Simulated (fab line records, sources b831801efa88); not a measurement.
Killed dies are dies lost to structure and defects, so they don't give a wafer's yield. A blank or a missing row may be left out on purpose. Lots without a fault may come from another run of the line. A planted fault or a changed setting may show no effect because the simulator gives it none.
Chamber matching | flow gf180mcu | GF_V4_CMP_04 on cmp-02: 4 sister chambers
The step polishes SiO2. 14 wafers are shown with their chamber, then 7 later ones without.

WAFERS WITH THEIR CHAMBER
wafer  | chamber | motor_current_A (A) | time_to_endpoint_s (s)
L203.1 | 0       | 12.0                | 77
L203.2 | 2       | 13.6                | 74
L203.6 | 3       | 11.8                | 95
L205.3 | 2       | 12.9                | 77
L205.5 | 1       | 10.1                | 80
L205.6 | 2       | 13.2                | 85
L211.1 | 3       | 12.3                | 88
L211.2 | 1       | 11.0                | 81
L211.4 | 2       | 12.8                | 94
L216.1 | 2       | 13.4                | 81
L216.3 | 1       | 10.1                | 74
L216.6 | 0       | 11.3                | 79
L218.2 | 3       | 11.6                | 84
L218.5 | 3       | 11.3                | 93

SIGNATURES (means of the wafers above)
reading            | chamber 0 | chamber 1 | chamber 2 | chamber 3 | scatter within a chamber
motor_current_A    | 11.650    | 10.400    | 13.180    | 11.750    | 0.42
time_to_endpoint_s | 78.00     | 78.33     | 82.20     | 90.00     | 5.89
Rule: a wafer's distance from a chamber is the root of the sum, over the readings, of the square of ((its reading less the chamber's mean) divided by the reading's scatter). The wafer belongs to the nearest chamber; if the next one is less than 2 further off, it can't be placed. The scatter: the root of (the sum of the squares of (reading less its chamber's mean) over the shown wafers, divided by (wafers less chambers)).

WAFERS WITHOUT THEIR CHAMBER
wafer  | motor_current_A (A) | time_to_endpoint_s (s)
L218.6 | 11.5                | 75
L220.2 | 11.0                | 75
L220.3 | 10.7                | 77
L220.5 | 11.2                | 91
L222.1 | 13.1                | 88
L222.2 | 11.2                | 80
L222.5 | 13.5                | 89

WHICH CHAMBER EACH WENT THROUGH
wafer  | from the rows above          | in truth
L218.6 | can't be placed: 0 or 3      | 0
L220.2 | can't be placed: 1 or 0 or 3 | 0
L220.3 | can't be placed: 1 or 0      | 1
L220.5 | can't be placed: 3 or 0 or 1 | 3
L222.1 | 2                            | 2
L222.2 | can't be placed: 0 or 1 or 3 | 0
L222.5 | 2                            | 2
Placed correctly: 2 of 7. Can't be placed from these rows: 5 (the true chamber is among the candidates in 5). Placed wrongly: 0.
